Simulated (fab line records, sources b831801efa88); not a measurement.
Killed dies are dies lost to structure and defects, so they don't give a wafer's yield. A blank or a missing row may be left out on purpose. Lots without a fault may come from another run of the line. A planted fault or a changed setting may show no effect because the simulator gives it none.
fab line records | flow sky130
record lots=11 wafers=33 last_day=51
route steps=708 shown SD_P@330 LOCAL_INTERCONNECT@401 CONTACT@431 VIA2@516
lots that met no fault: from a run of the same line without faults
start_h: hours from the record's first day to the start of the lot's first wafer shown | wait_h: hours since the lot's step before | " the same as in the row above | L1.1+2: a row that stands for several wafers | - no value, or no start given | * or withheld: withheld | < > ~ a bound
route shown NAME@n: a module of which the file shows steps, and the number in the route of the first | usual: mean/standard deviation of fault-free wafers | same: alike in all rows | chamber/n: place in a boat | sites: the reading at each site | _std_site: their standard deviation | _edge_site: outer sites' mean less inner sites' | radius_mm: how far each site lies from the wafer's centre | mask NAME#n: copy n | behind: the tool/chamber that last shaped the wafer | hold: why the lot was held/for how many hours/how that ended | device: the transistor (n, p or np) that didn't switch | end of line: the same wafers' tests at the end of the route | a step without rows: its recipe alone | killed: dies lost to structure and defects at the first sort, not the wafer's yield | map: a wafer's dies, x killed, . not, _ none there
set.NAME: the setting as run; set.NAME@STEP: as run at that earlier step | model.NAME: the simulator's own value behind a step, which no gauge read
steps of the route over a sample of lots; a table a step, a row a wafer
services: from which hour (start_h, from the record's first day; less than 0 if before it) a tool's chamber was out of use, for how many hours, and why
## steps
# step SKY_SD_P_STRIP_10
# recipe chemistry=O2/N2 power_w=1400 pressure_mtorr=1500 platen_temp_c=withheld o2_flow_sccm=3000 n2_flow_sccm=300 overash_fraction=0.5
# usual drypump_motor_current_A=5.2/0.38 o2_flow_sccm=3000/9.3 oes_product_au=0.617/0.0044 strip_time_to_endpoint_s=17.49/0.047
# columns lot.wafer tool chamber start_h wait_h drypump_motor_current_A o2_flow_sccm oes_product_au rf_hours_counter_h strip_time_to_endpoint_s
L430.2 plasma_asher-01 0 594.21 0.1 5.9 2998 0.627 46 17.48
L430.3 " 0 " " 5.9 3006 0.620 - 17.50
L430.4 " 1 " " 4.6 3008 0.615 - 17.47
L431.1 plasma_asher-04 1 606.72 0.1 5.2 2987 0.611 93 17.52
L431.3 " 0 " " 4.9 3009 0.624 - 17.53
L431.5 " 0 " " 4.9 2998 0.620 - 17.54
L432.1 plasma_asher-04 0 617.11 0.1 4.9 2990 0.618 94 17.57
L432.2 " 1 " " 5.2 2991 0.612 94 17.59
L432.3 " 1 " " 5.2 3019 0.621 - 17.56
L433.2 plasma_asher-02 1 621.12 0.1 5.4 2983 0.616 79 17.47
L433.5 " 1 " " 5.4 3010 0.617 - 17.45
L433.6 " 0 " " 5.0 2999 0.624 - 17.45
L434.2 plasma_asher-04 1 631.01 0.1 5.2 2993 0.619 96 17.42
L434.5 " 1 " " 5.2 2990 0.610 - 17.44
L434.6 " 0 " " 4.9 2994 0.616 - 17.42
L435.2 plasma_asher-02 1 645.36 0.1 5.4 2982 0.619 81 17.55
L435.4 " 0 " " 5.1 2988 0.614 - 17.59
L435.6 " 0 " " 5.1 2977 0.619 - 17.60
L436.4 plasma_asher-02 0 662.00 0.1 5.1 2976 0.616 - 17.50
L436.5 " 0 " " 5.0 2989 0.619 - 17.46
L436.6 " 1 " " 5.4 2994 0.614 - 17.52
L437.2 plasma_asher-02 0 666.36 0.1 5.1 3004 0.620 83 17.46
L437.4 " 1 " " 5.4 3019 0.611 - 17.44
L437.6 " 0 " " 5.1 3003 0.613 - 17.53
L441.1 plasma_asher-01 0 698.86 0.1 5.9 3021 0.613 56 17.51
L441.4 " 1 " " 4.7 3009 0.618 - 17.51
L441.5 " 1 " " 4.7 3004 0.608 - 17.53
L451.1 plasma_asher-01 1 780.37 0.1 4.6 3005 0.618 65 17.46
L451.3 " 0 " " 5.9 2989 0.622 - 17.48
L451.6 " 1 " " 4.6 3016 0.623 - 17.44
L452.4 plasma_asher-02 0 789.80 0.1 5.1 3001 0.621 - 17.52
L452.5 " 1 " " 5.4 2991 0.614 - 17.50
L452.6 " 0 " " 5.1 3011 0.623 - 17.48
# step SKY_LOCAL_INTERCONNECT_METAL_ETCH_14
# recipe target_depth_nm=110 stop_on=PSG chemistry=Cl2/BCl3 target=TiN resist_sidewall_deg=88 pressure_mtorr=10 icp_w=900 bias_w=48.5 Cl2_flow_sccm=60 bcl3_flow_sccm=30 time_s=31.4
# usual drypump_motor_current_A=5.6/0.36 oes_product_au=0.939/0.0082 throttle_valve_pct=21.903/0.0089
# columns lot.wafer tool chamber start_h wait_h drypump_motor_current_A oes_product_au rf_hours_counter_h throttle_valve_pct
L430.2 rie_metal-02 1 713.99 0.0 5.5 0.959 5 21.892
L430.3 " 0 " " 6.1 0.943 - 21.905
L430.4 " 1 " " 5.5 0.943 - 21.887
L431.1 rie_metal-02 0 725.54 0.0 6.1 0.927 8 21.917
L431.3 " 0 " " 6.1 0.940 - 21.907
L431.5 " 0 " " 6.1 0.939 - 21.914
L432.1 rie_metal-02 0 735.09 0.0 6.1 0.939 9 21.905
L432.2 " 1 " " 5.5 0.947 5 21.912
L432.3 " 0 " " 6.1 0.946 - 21.897
L433.2 rie_metal-04 1 738.68 0.0 5.2 0.941 1 21.887
L433.5 " 0 " " 5.4 0.943 - 21.917
L433.6 " 1 " " 5.2 0.944 - 21.896
L434.2 rie_metal-04 1 748.13 0.0 5.2 0.949 1 21.896
L434.5 " 0 " " 5.5 0.950 - 21.885
L434.6 " 1 " " 5.2 0.953 - 21.900
L435.2 rie_metal-03 1 762.53 0.0 6.3 0.936 0 21.904
L435.4 " 0 " " 5.5 0.939 - 21.914
L435.6 " 0 " " 5.5 0.935 - 21.909
L436.4 rie_metal-02 1 775.94 0.0 5.5 0.920 - 21.905
L436.5 " 0 " " 6.0 0.931 - 21.900
L436.6 " 1 " " 5.4 0.916 - 21.893
L437.2 rie_metal-04 0 779.28 0.0 5.5 0.930 9 21.911
L437.4 " 1 " " 5.2 0.929 - 21.906
L437.6 " 1 " " 5.2 0.939 - 21.896
L441.1 rie_metal-03 0 811.88 0.0 5.5 0.935 11 21.909
L441.4 " 0 " " 5.5 0.939 - 21.898
L441.5 " 0 " " 5.5 0.947 - 21.905
L451.1 rie_metal-04 0 889.84 0.0 5.5 0.945 13 21.885
L451.3 " 0 " " 5.5 0.938 - 21.894
L451.6 " 0 " " 5.5 0.924 - 21.906
L452.4 rie_metal-02 1 899.60 0.0 5.5 0.937 - 21.898
L452.5 " 1 " " 5.5 0.937 - 21.889
L452.6 " 0 " " 6.0 0.931 - 21.918
# step SKY_CONTACT_RS_MEAS_25
# recipe thk_meas_gauge=four-point-probe reads=W_of_CONTACT_CVD_24+TiN_of_CONTACT_SPUTTER_23
# usual CONTACT_W_RS=0.335/0.0045
# columns lot.wafer tool chamber start_h wait_h CONTACT_W_RS[ohm/sq]
L430.2 film_metro-01 - 744.31 0.1 0.336
L430.3 " - " " 0.339
L430.4 " - " " 0.331
L431.1 film_metro-01 - 755.95 0.1 0.330
L431.3 " - " " 0.339
L431.5 " - " " 0.338
L432.1 film_metro-01 - 764.86 0.1 0.333
L432.2 " - " " 0.337
L432.3 " - " " 0.330
L433.2 film_metro-01 - 769.38 0.1 0.336
L433.5 " - " " 0.340
L433.6 " - " " 0.335
L434.2 film_metro-04 - 778.37 0.1 0.340
L434.5 " - " " 0.339
L434.6 " - " " 0.341
L435.2 film_metro-04 - 792.02 0.1 0.338
L435.4 " - " " 0.340
L435.6 " - " " 0.336
L436.4 film_metro-04 - 805.22 0.1 0.339
L436.5 " - " " 0.338
L436.6 " - " " 0.331
L437.2 film_metro-01 - 809.02 0.1 0.330
L437.4 " - " " 0.329
L437.6 " - " " 0.331
L441.1 film_metro-01 - 840.81 0.1 0.344
L441.4 " - " " 0.333
L441.5 " - " " 0.337
L451.1 film_metro-01 - 918.37 0.1 0.325
L451.3 " - " " 0.326
L451.6 " - " " 0.327
L452.4 film_metro-04 - 927.07 0.1 0.341
L452.5 " - " " 0.338
L452.6 " - " " 0.335
# step SKY_VIA2_EXPOSE_09
# recipe mask_id=VIM2 na=0.8 source_shape=annular sigma_inner=0.55 sigma_outer=0.85 target_cd_nm=200 dose_mj=38
# usual stage_vel_mm_s=500.01/0.23
# columns lot.wafer tool chamber start_h wait_h mask stage_vel_mm_s
L430.2 krf_scanner-01 0 845.35 - VIM2#0 500.14
L430.3 " 0 " " VIM2#0 500.01
L430.4 " 0 " " VIM2#0 500.07
L431.1 krf_scanner-02 0 856.08 - VIM2#0 499.85
L431.3 " 0 " " VIM2#0 500.04
L431.5 " 0 " " VIM2#0 500.16
L432.1 krf_scanner-01 0 865.04 - VIM2#0 500.11
L432.2 " 0 " " VIM2#0 499.78
L432.3 " 0 " " VIM2#0 499.98
L433.2 krf_scanner-02 0 868.95 - VIM2#0 500.18
L433.5 " 0 " " VIM2#0 500.08
L433.6 " 0 " " VIM2#0 500.55
L434.2 krf_scanner-02 0 876.48 - VIM2#0 499.84
L434.5 " 0 " " VIM2#0 499.93
L434.6 " 0 " " VIM2#0 499.88
L435.2 krf_scanner-01 0 891.55 - VIM2#0 500.53
L435.4 " 0 " " VIM2#0 500.25
L435.6 " 0 " " VIM2#0 500.37
L436.4 krf_scanner-01 0 905.12 - VIM2#0 499.58
L436.5 " 0 " " VIM2#0 499.86
L436.6 " 0 " " VIM2#0 499.82
L437.2 krf_scanner-02 0 907.50 - VIM2#0 500.12
L437.4 " 0 " " VIM2#0 499.93
L437.6 " 0 " " VIM2#0 499.85
L441.1 krf_scanner-02 0 937.97 - VIM2#0 499.88
L441.4 " 0 " " VIM2#0 499.56
L441.5 " 0 " " VIM2#0 500.21
L451.1 krf_scanner-02 0 1010.19 - VIM2#0 499.97
L451.3 " 0 " " VIM2#0 499.93
L451.6 " 0 " " VIM2#0 499.72
L452.4 krf_scanner-02 0 1016.97 - VIM2#0 499.75
L452.5 " 0 " " VIM2#0 499.98
L452.6 " 0 " " VIM2#0 499.91
# step SKY_VIA2_CD_MEAS_12
# recipe target_cd_nm=200
# usual cd_nm=199.7/1.8
# columns lot.wafer tool chamber start_h wait_h cd_nm
L430.2 cd_sem-01 - 858.44 - 194.7
L430.3 " - " " 196.3
L430.4 " - " " 193.8
L431.1 cd_sem-02 - 869.36 - 200.5
L431.3 " - " " 200.2
L431.5 " - " " 201.3
L432.1 cd_sem-02 - 877.92 - 201.5
L432.2 " - " " 202.9
L432.3 " - " " 200.6
L433.2 cd_sem-02 - 882.28 - 202.1
L433.5 " - " " 202.4
L433.6 " - " " 202.4
L434.2 cd_sem-01 - 889.13 - 197.7
L434.5 " - " " 197.1
L434.6 " - " " 198.4
L435.2 cd_sem-01 - 904.74 - 197.5
L435.4 " - " " 198.7
L435.6 " - " " 197.7
L436.4 cd_sem-02 - 917.63 - 199.7
L436.5 " - " " 200.8
L436.6 " - " " 199.5
L437.2 cd_sem-02 - 919.68 - 197.4
L437.4 " - " " 196.5
L437.6 " - " " 197.7
L441.1 cd_sem-01 - 950.42 - 201.3
L441.4 " - " " 189.5
L441.5 " - " " 200.2
L451.1 cd_sem-02 - 1020.97 - 200.3
L451.3 " - " " 201.9
L451.6 " - " " 202.9
L452.4 cd_sem-02 - 1027.98 - 197.4
L452.5 " - " " 200.4
L452.6 " - " " 198.5
## services
# columns tool chamber start_h hours kind
rie_metal-04 1 580.02 100.9 repair
krf_scanner-02 - 605.55 0.6 repair
rie_metal-02 - 653.93 13.0 repair
krf_scanner-02 - 667.34 0.8 pm
krf_scanner-02 - 668.24 1.3 pm
krf_scanner-02 - 679.92 7.2 pm
krf_scanner-02 - 693.38 1.0 pm
rie_metal-02 - 715.94 0.7 repair
krf_scanner-02 - 730.81 0.5 repair
plasma_asher-02 - 752.37 9.5 pm
krf_scanner-02 - 771.45 0.3 repair
krf_scanner-02 - 795.13 2.1 repair
krf_scanner-02 - 833.74 0.8 pm
krf_scanner-02 - 836.14 0.8 pm
krf_scanner-02 - 844.14 1.3 pm
rie_metal-02 - 856.83 0.1 repair
krf_scanner-02 - 862.43 1.0 pm
krf_scanner-02 - 888.61 4.4 pm
krf_scanner-02 - 897.02 0.3 repair
plasma_asher-02 - 907.05 1.3 repair
krf_scanner-02 - 919.18 0.3 repair
rie_metal-02 0 969.93 1.9 repair
krf_scanner-02 - 1004.94 0.8 pm
krf_scanner-02 - 1006.23 0.3 repair
## key
first_sign step=SKY_VIA2_CD_MEAS_12 reading=cd_nm direction=down sigmas=5.8 usual=199.7 struck=189.5
effect none on later readings
met_at SKY_VIA2_EXPOSE_09
struck_lots L441
struck_wafers L441.4
not_acting_at SKY_SD_P_STRIP_10,SKY_LOCAL_INTERCONNECT_METAL_ETCH_14,SKY_CONTACT_RS_MEAS_25
onset_between 907.50 937.97
fault kind=process_parameter_drift tool=krf_scanner-02 chamber=- onset_h=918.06 steps=SKY_VIA2_EXPOSE_09 channel=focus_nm offset=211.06 shape=step end_h=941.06 scope=struck_wafers_only
